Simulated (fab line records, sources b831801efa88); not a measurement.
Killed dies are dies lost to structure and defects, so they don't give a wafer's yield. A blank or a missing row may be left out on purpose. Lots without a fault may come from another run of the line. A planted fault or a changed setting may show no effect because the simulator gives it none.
fab line records | flow gf180mcu
record lots=12 wafers=36 last_day=34
route steps=602 shown MVPSD@87 VT_IMPLANT@140 SAB@277 M1@320 V2@383
lots that met no fault: from a run of the same line without faults
start_h: hours from the record's first day to the start of the lot's first wafer shown | wait_h: hours since the lot's step before | " the same as in the row above | L1.1+2: a row that stands for several wafers | - no value, or no start given | * or withheld: withheld | < > ~ a bound
route shown NAME@n: a module of which the file shows steps, and the number in the route of the first | usual: mean/standard deviation of fault-free wafers | same: alike in all rows | chamber/n: place in a boat | sites: the reading at each site | _std_site: their standard deviation | _edge_site: outer sites' mean less inner sites' | radius_mm: how far each site lies from the wafer's centre | mask NAME#n: copy n | behind: the tool/chamber that last shaped the wafer | hold: why the lot was held/for how many hours/how that ended | device: the transistor (n, p or np) that didn't switch | end of line: the same wafers' tests at the end of the route | a step without rows: its recipe alone | killed: dies lost to structure and defects at the first sort, not the wafer's yield | map: a wafer's dies, x killed, . not, _ none there
set.NAME: the setting as run; set.NAME@STEP: as run at that earlier step | model.NAME: the simulator's own value behind a step, which no gauge read
steps of the route over a sample of lots; a table a step, a row a wafer
services: from which hour (start_h, from the record's first day; less than 0 if before it) a tool's chamber was out of use, for how many hours, and why
## steps
# step GF_MVPSD_IMPLANT_09
# recipe species=B energy_kev=40 dose_cm2=5e+12 tilt_deg=0
# usual dose_ions_cm2=5e+12/5.2e+09 faraday_current_uA=28.2/0.6
# columns lot.wafer tool chamber start_h wait_h dose_ions_cm2 faraday_current_uA
L674.2 implanter-01 0 95.82 0.1 5.002e+12 29.1
L674.3 " 0 " " 5.002e+12 28.3
L674.4 " 0 " " 5.002e+12 28.7
L675.3 implanter-01 0 104.64 0.1 5.003e+12 28.7
L675.5 " 0 " " 4.996e+12 28.4
L675.6 " 0 " " 4.993e+12 27.4
L676.2 implanter-03 0 108.68 0.1 5.007e+12 28.4
L676.3 " 0 " " 5.01e+12 28.2
L676.4 " 0 " " 5.006e+12 28.6
L680.1 implanter-03 0 129.86 0.1 4.994e+12 28.5
L680.2 " 0 " " 5.002e+12 27.7
L680.3 " 0 " " 4.993e+12 29.3
L682.2 implanter-03 0 144.01 0.1 5.002e+12 27.9
L682.3 " 0 " " 5.013e+12 27.8
L682.6 " 0 " " 5.002e+12 28.2
L686.1 implanter-03 0 167.34 0.1 4.992e+12 28.5
L686.2 " 0 " " 4.995e+12 26.9
L686.5 " 0 " " 4.996e+12 28.5
L689.2 implanter-03 0 185.26 0.1 4.663e+12 27.3
L689.3 " 0 " " 4.662e+12 26.7
L689.6 " 0 " " 4.654e+12 26.3
L690.1 implanter-03 0 193.64 0.1 4.662e+12 27.4
L690.4 " 0 " " 4.662e+12 27.1
L690.5 " 0 " " 4.663e+12 25.5
L691.1 implanter-01 0 194.86 0.1 5e+12 29.1
L691.2 " 0 " " 4.998e+12 28.6
L691.3 " 0 " " 5.006e+12 28.6
L693.1 implanter-02 0 209.44 0.1 4.997e+12 28.7
L693.2 " 0 " " 5.01e+12 28.6
L693.6 " 0 " " 5.002e+12 28.4
L694.1 implanter-02 0 220.06 0.1 4.994e+12 28.3
L694.2 " 0 " " 5.003e+12 28.7
L694.6 " 0 " " 4.995e+12 29.1
L695.1 implanter-01 0 234.86 0.1 4.998e+12 27.8
L695.2 " 0 " " 5.002e+12 28.3
L695.3 " 0 " " 5e+12 26.7
# step GF_VT_IMPLANT_RS_MEAS_49
# recipe thk_meas_gauge=four-point-probe
# usual MVPSD_RS=1169/3.5
# columns lot.wafer tool chamber start_h wait_h hold MVPSD_RS[ohm/sq]
L674.2 film_metro-03 - 154.46 0.1 - 1172
L674.3 " - " " - 1170
L674.4 " - " " - 1174
L675.3 film_metro-02 - 164.00 0.1 - 1173
L675.5 " - " " - 1174
L675.6 " - " " - 1172
L676.2 film_metro-03 - 168.38 0.1 - 1161
L676.3 " - " " - 1161
L676.4 " - " " - 1157
L680.1 film_metro-04 - 191.93 0.1 - 1174
L680.2 " - " " - 1173
L680.3 " - " " - 1172
L682.2 film_metro-04 - 207.10 0.1 - 1168
L682.3 " - " " - 1169
L682.6 " - " " - 1168
L686.1 film_metro-02 - 237.48 0.1 - 1171
L686.2 " - " " - 1171
L686.5 " - " " - 1171
L689.2 film_metro-03 - 255.70 0.1 await_dispo/0.2h/release 1182
L689.3 " - " " await_dispo/0.2h/release 1186
L689.6 " - " " await_dispo/0.2h/release 1181
L689.2 film_metro-03 - 255.99 0.3 - 1182
L689.3 " - " " - 1189
L689.6 " - " " - 1181
L690.1 film_metro-04 - 267.48 0.1 await_dispo/0.2h/release 1184
L690.4 " - " " await_dispo/0.2h/release 1187
L690.5 " - " " await_dispo/0.2h/release 1184
L690.1 film_metro-04 - 267.88 0.4 - 1181
L690.4 " - " " - 1186
L690.5 " - " " - 1183
L691.1 film_metro-04 - 268.56 0.1 - 1170
L691.2 " - " " - 1172
L691.3 " - " " - 1168
L693.1 film_metro-02 - 284.66 0.1 - 1165
L693.2 " - " " - 1170
L693.6 " - " " - 1167
L694.1 film_metro-02 - 296.93 0.1 - 1176
L694.2 " - " " - 1178
L694.6 " - " " - 1175
L695.1 film_metro-03 - 313.18 0.1 - 1166
L695.2 " - " " - 1163
L695.3 " - " " - 1166
# step GF_VT_IMPLANT_WET_ETCH_50
# recipe chemistry=dHF target_depth_nm=20 target=SiO2 temp_c=25 dilution=100:1 time_s=400
# usual temp_c=24.99/0.093
# columns lot.wafer tool chamber start_h wait_h hold temp_c
L674.2 wet_bench-03 2 154.56 0.1 - 25.04
L674.3 " 2 " " - 24.99
L674.4 " 2 " " - 25.17
L675.3 wet_bench-01 2 164.08 0.1 - 24.86
L675.5 " 2 " " - 24.82
L675.6 " 2 " " - 25.03
L676.2 wet_bench-03 1 168.48 0.1 - 24.91
L676.3 " 1 " " - 25.04
L676.4 " 1 " " - 25.15
L680.1 wet_bench-01 3 192.05 0.1 - 25.17
L680.2 " 3 " " - 25.02
L680.3 " 3 " " - 25.14
L682.2 wet_bench-01 0 207.20 0.1 - 24.86
L682.3 " 0 " " - 24.95
L682.6 " 0 " " - 24.87
L686.1 wet_bench-01 2 237.60 0.1 - 24.83
L686.2 " 2 " " - 25.01
L686.5 " 2 " " - 24.93
L689.2 wet_bench-03 1 258.64 2.6 await_dispo/2.6h/release 25.13
L689.3 " 1 " " await_dispo/2.6h/release 24.84
L689.6 " 1 " " await_dispo/2.6h/release 24.87
L691.1 wet_bench-01 1 268.68 0.1 - 25.08
L691.2 " 1 " " - 25.07
L691.3 " 1 " " - 25.09
L690.1 wet_bench-02 1 271.12 3.2 await_dispo/3.1h/release 25.06
L690.4 " 1 " " await_dispo/3.1h/release 25.02
L690.5 " 1 " " await_dispo/3.1h/release 24.95
L693.1 wet_bench-01 1 284.78 0.1 - 24.97
L693.2 " 1 " " - 25.07
L693.6 " 1 " " - 25.00
L694.1 wet_bench-02 1 297.05 0.1 - 25.06
L694.2 " 1 " " - 24.87
L694.6 " 1 " " - 25.08
L695.1 wet_bench-03 3 313.30 0.1 - 24.96
L695.2 " 3 " " - 24.88
L695.3 " 3 " " - 25.07
# step GF_SAB_STRIP_13
# recipe chemistry=O2/N2 power_w=1400 pressure_mtorr=1500 platen_temp_c=250 o2_flow_sccm=3000 n2_flow_sccm=300 overash_fraction=0.5
# usual drypump_motor_current_A=5.6/0.44 heater_power_w=345/20 oes_product_au=0.709/0.0044 strip_time_to_endpoint_s=12.59/0.037
# same overash_fraction=0.5
# columns lot.wafer tool chamber start_h wait_h drypump_motor_current_A heater_power_w oes_product_au rf_hours_counter_h strip_time_to_endpoint_s
L674.2 plasma_asher-03 1 338.03 0.0 6.2 340 0.715 21 12.52
L674.3 " 1 " " 6.2 344 0.712 - 12.53
L674.4 " 0 " " 5.1 329 0.706 - 12.52
L675.3 plasma_asher-03 0 349.37 0.0 5.1 328 0.709 - 12.64
L675.5 " 0 " " 5.0 332 0.706 - 12.64
L675.6 " 1 " " 6.1 336 0.710 - 12.67
L676.2 plasma_asher-03 1 353.48 0.0 6.2 344 0.703 23 12.59
L676.3 " 1 " " 6.1 348 0.708 - 12.60
L676.4 " 0 " " 5.0 322 0.712 - 12.62
L680.1 plasma_asher-03 0 385.41 0.0 5.0 328 0.713 26 12.58
L680.2 " 1 " " 6.1 340 0.711 26 12.65
L680.3 " 1 " " 6.1 341 0.707 - 12.62
L682.2 plasma_asher-02 1 401.52 0.0 5.5 368 0.707 74 12.60
L682.3 " 0 " " 5.8 352 0.715 - 12.53
L682.6 " 1 " " 5.5 369 0.713 - 12.55
L686.1 plasma_asher-03 1 446.11 0.0 6.2 338 0.716 33 12.58
L686.2 " 0 " " 5.1 322 0.704 33 12.57
L686.5 " 1 " " 6.2 336 0.709 - 12.57
L689.2 plasma_asher-02 1 465.13 0.0 5.5 362 0.704 3 12.56
L689.3 " 1 " " 5.5 356 0.703 - 12.54
L689.6 " 1 " " 5.5 363 0.705 - 12.57
L690.1 plasma_asher-03 1 480.31 0.0 6.1 340 0.709 36 12.62
L690.4 " 0 " " 5.1 326 0.704 - 12.60
L690.5 " 1 " " 6.2 341 0.713 - 12.60
L691.1 plasma_asher-02 1 482.73 0.0 5.5 374 0.709 5 12.64
L691.2 " 0 " " 5.8 366 0.711 5 12.62
L691.3 " 1 " " 5.5 357 0.704 - 12.57
L693.1 plasma_asher-03 0 500.92 0.0 5.0 323 0.719 38 12.59
L693.2 " 1 " " 6.2 346 0.703 38 12.61
L693.6 " 1 " " 6.2 339 0.707 - 12.58
L694.1 plasma_asher-03 0 513.19 0.0 5.1 318 0.701 39 12.61
L694.2 " 1 " " 6.2 342 0.705 39 12.59
L694.6 " 1 " " 6.2 343 0.707 - 12.62
L695.1 plasma_asher-02 0 535.04 0.0 5.8 369 0.713 10 12.57
L695.2 " 1 " " 5.5 351 0.702 10 12.58
L695.3 " 1 " " 5.5 363 0.711 - 12.55
# step GF_M1_RS_MEAS_05
# recipe thk_meas_gauge=four-point-probe reads=TiN_of_M1_SPUTTER_04+Ti_of_M1_SPUTTER_03+AlCu_of_M1_SPUTTER_02+TiN_of_M1_SPUTTER_01+Ti_of_M1_SPUTTER_00
# usual M1_ALCU_RS=0.0698/0.00058
# columns lot.wafer tool chamber start_h wait_h M1_ALCU_RS[ohm/sq]
L674.2 film_metro-04 - 363.03 0.0 0.0699
L674.3 " - " " 0.0695
L674.4 " - " " 0.0694
L675.3 film_metro-03 - 373.53 0.1 0.0705
L675.5 " - " " 0.0699
L675.6 " - " " 0.0697
L676.2 film_metro-01 - 378.59 0.0 0.0700
L676.3 " - " " 0.0695
L676.4 " - " " 0.0692
L680.1 film_metro-01 - 411.41 0.0 0.0697
L680.2 " - " " 0.0695
L680.3 " - " " 0.0697
L682.2 film_metro-04 - 427.94 0.0 0.0695
L682.3 " - " " 0.0701
L682.6 " - " " 0.0698
L686.1 film_metro-04 - 473.26 0.0 0.0697
L686.2 " - " " 0.0699
L686.5 " - " " 0.0700
L689.2 film_metro-01 - 492.49 0.0 0.0702
L689.3 " - " " 0.0703
L689.6 " - " " 0.0699
L690.1 film_metro-01 - 506.53 0.0 0.0688
L690.4 " - " " 0.0684
L690.5 " - " " 0.0685
L691.1 film_metro-03 - 508.68 0.0 0.0692
L691.2 " - " " 0.0690
L691.3 " - " " 0.0687
L693.1 film_metro-01 - 526.67 0.0 0.0708
L693.2 " - " " 0.0711
L693.6 " - " " 0.0711
L694.1 film_metro-01 - 538.86 0.0 0.0692
L694.2 " - " " 0.0696
L694.6 " - " " 0.0694
L695.1 film_metro-04 - 560.39 0.0 0.0707
L695.2 " - " " 0.0704
L695.3 " - " " 0.0705
# step GF_V2_THK_MEAS_01
# recipe reads=SiO2_of_V2_CVD_00
# usual V2_CVD_00_THK=599/6.2
# columns lot.wafer tool chamber start_h wait_h V2_CVD_00_THK[nm]
L674.2 film_metro-03 - 436.57 0.0 592
L674.3 " - " " 597
L674.4 " - " " 588
L675.3 film_metro-02 - 447.81 0.1 609
L675.5 " - " " 601
L675.6 " - " " 607
L676.2 film_metro-04 - 454.71 0.0 600
L676.3 " - " " 599
L676.4 " - " " 603
L680.1 film_metro-02 - 488.02 0.0 594
L680.2 " - " " 603
L680.3 " - " " 591
L682.2 film_metro-04 - 504.31 0.0 597
L682.3 " - " " 600
L682.6 " - " " 601
L686.1 film_metro-04 - 547.47 0.0 590
L686.2 " - " " 589
L686.5 " - " " 590
L689.2 film_metro-03 - 565.45 0.0 594
L689.3 " - " " 603
L689.6 " - " " 605
L690.1 film_metro-02 - 578.71 0.0 591
L690.4 " - " " 593
L690.5 " - " " 601
L691.1 film_metro-03 - 580.09 0.0 604
L691.2 " - " " 598
L691.3 " - " " 599
L693.1 film_metro-04 - 595.14 0.0 605
L693.2 " - " " 601
L693.6 " - " " 598
L694.1 film_metro-02 - 607.27 0.0 593
L694.2 " - " " 598
L694.6 " - " " 597
L695.1 film_metro-02 - 627.98 0.0 603
L695.2 " - " " 605
L695.3 " - " " 606
## services
# columns tool chamber start_h hours kind
implanter-02 - 92.79 1.5 repair
implanter-02 - 103.63 44.2 repair
plasma_asher-03 - 108.75 9.0 pm
implanter-02 - 120.71 5.5 repair
implanter-03 - 145.82 1.8 repair
implanter-02 - 156.20 3.8 repair
wet_bench-03 - 199.43 1.9 pm
implanter-03 - 204.33 1.4 repair
implanter-02 - 213.06 4.2 repair
implanter-01 - 219.62 9.0 pm
wet_bench-01 - 227.00 1.8 repair
implanter-01 - 229.69 2.5 repair
implanter-01 - 236.47 1.2 repair
plasma_asher-03 - 269.81 0.5 repair
implanter-01 - 270.02 5.9 repair
wet_bench-03 - 271.64 1.6 repair
implanter-03 - 271.68 0.8 repair
implanter-01 - 281.08 2.5 pm
wet_bench-01 - 294.19 1.1 repair
plasma_asher-02 - 421.25 9.0 pm
plasma_asher-02 - 443.42 1.0 repair
implanter-01 - 500.27 4.1 repair
plasma_asher-02 - 504.47 0.9 repair
implanter-03 - 518.71 22.6 repair
## key
first_sign step=GF_MVPSD_IMPLANT_09 reading=dose_ions_cm2 direction=down sigmas=66 usual=5e+12 struck=4.661e+12
effect step=GF_MVPSD_IMPLANT_09 reading=faraday_current_uA direction=down sigmas=2.5 usual=28.2 struck=26.7
effect step=GF_VT_IMPLANT_RS_MEAS_49 reading=MVPSD_RS direction=up sigmas=4.3 usual=1169 struck=1184
met_at GF_MVPSD_IMPLANT_09
struck_lots L689,L690
tester_left_out L689,L690
not_acting_at GF_SAB_STRIP_13,GF_M1_RS_MEAS_05,GF_V2_THK_MEAS_01
onset_between 167.34 185.26
fault kind=process_parameter_drift tool=implanter-03 chamber=- onset_h=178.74 steps=GF_MVPSD_IMPLANT_09 channel=dose_cm2 offset=-3.305e+11 shape=step end_h=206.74 acts_in=these_recipes_only stated=5e+12
# tester_left_out: of these lots the tester's yield and bins aren't shown, on N5 and GAA mostly nor the transistor test; their killed dies are dies lost to structure and defects alone, not to doping, threshold or leakage, so they don't give the yield
